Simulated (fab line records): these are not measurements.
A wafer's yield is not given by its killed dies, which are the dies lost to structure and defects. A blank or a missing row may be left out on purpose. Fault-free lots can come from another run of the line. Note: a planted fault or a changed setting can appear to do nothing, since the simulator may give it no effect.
Chamber matching || flow gf180mcu || 4 sister chambers for GF_STI_ETCH_13 on rieDiel-02
The step etches the open film in CHF3/O2, stops on Si, target depth 282.31 nm, time 112.9 s. 8 wafers are shown with their chamber, then 8 later ones without.

WAFERS, EACH WITH ITS CHAMBER
{"wafer": "L322.3", "chamber": 3, "drypumpMotorCurrentA (A)": 5.3, "throttleValvePct (%)": 8.815}
{"wafer": "L322.6", "chamber": 1, "drypumpMotorCurrentA (A)": 5.9, "throttleValvePct (%)": 8.802}
{"wafer": "L324.5", "chamber": 0, "drypumpMotorCurrentA (A)": 4.9, "throttleValvePct (%)": 8.801}
{"wafer": "L324.6", "chamber": 3, "drypumpMotorCurrentA (A)": 5.3, "throttleValvePct (%)": 8.812}
{"wafer": "L326.1", "chamber": 2, "drypumpMotorCurrentA (A)": 5.5, "throttleValvePct (%)": 8.814}
{"wafer": "L326.2", "chamber": 1, "drypumpMotorCurrentA (A)": 5.9, "throttleValvePct (%)": 8.816}
{"wafer": "L326.4", "chamber": 0, "drypumpMotorCurrentA (A)": 4.9, "throttleValvePct (%)": 8.812}
{"wafer": "L328.1", "chamber": 2, "drypumpMotorCurrentA (A)": 5.6, "throttleValvePct (%)": 8.816}

WAFERS WITH NO CHAMBER GIVEN
{"wafer": "L328.2", "drypumpMotorCurrentA (A)": 4.9, "throttleValvePct (%)": 8.801}
{"wafer": "L328.4", "drypumpMotorCurrentA (A)": 5.5, "throttleValvePct (%)": 8.824}
{"wafer": "L332.4", "drypumpMotorCurrentA (A)": 4.9, "throttleValvePct (%)": 8.809}
{"wafer": "L332.5", "drypumpMotorCurrentA (A)": 5.3, "throttleValvePct (%)": 8.801}
{"wafer": "L332.6", "drypumpMotorCurrentA (A)": 4.9, "throttleValvePct (%)": 8.789}
{"wafer": "L337.3", "drypumpMotorCurrentA (A)": 5.9, "throttleValvePct (%)": 8.795}
{"wafer": "L337.5", "drypumpMotorCurrentA (A)": 4.9, "throttleValvePct (%)": 8.816}
{"wafer": "L337.6", "drypumpMotorCurrentA (A)": 5.3, "throttleValvePct (%)": 8.804}

WHICH CHAMBER EACH WENT THROUGH
{"wafer": "L328.2", "from the rows above": 0, "in truth": 0}
{"wafer": "L328.4", "from the rows above": 2, "in truth": 2}
{"wafer": "L332.4", "from the rows above": 0, "in truth": 0}
{"wafer": "L332.5", "from the rows above": 3, "in truth": 3}
{"wafer": "L332.6", "from the rows above": 0, "in truth": 0}
{"wafer": "L337.3", "from the rows above": 1, "in truth": 1}
{"wafer": "L337.5", "from the rows above": 0, "in truth": 0}
{"wafer": "L337.6", "from the rows above": 3, "in truth": 3}
Correctly placed: 8 of 8. From these rows, 0 cannot be placed. 0 placed wrongly.
How it was worked out, from the rows above alone: a wafer's distance from a chamber is the root of the sum, over the readings, of the square of ((its reading less the chamber's mean) divided by the reading's scatter). The wafer belongs to the nearest chamber; if the next one is less than 2 further off, it can't be placed. The mean given for a chamber averages the wafers shown for that chamber. How the scatter is found: for the shown wafers, subtract from each reading the mean of its chamber, square and add these, divide the total by (wafers less chambers), then take the root.
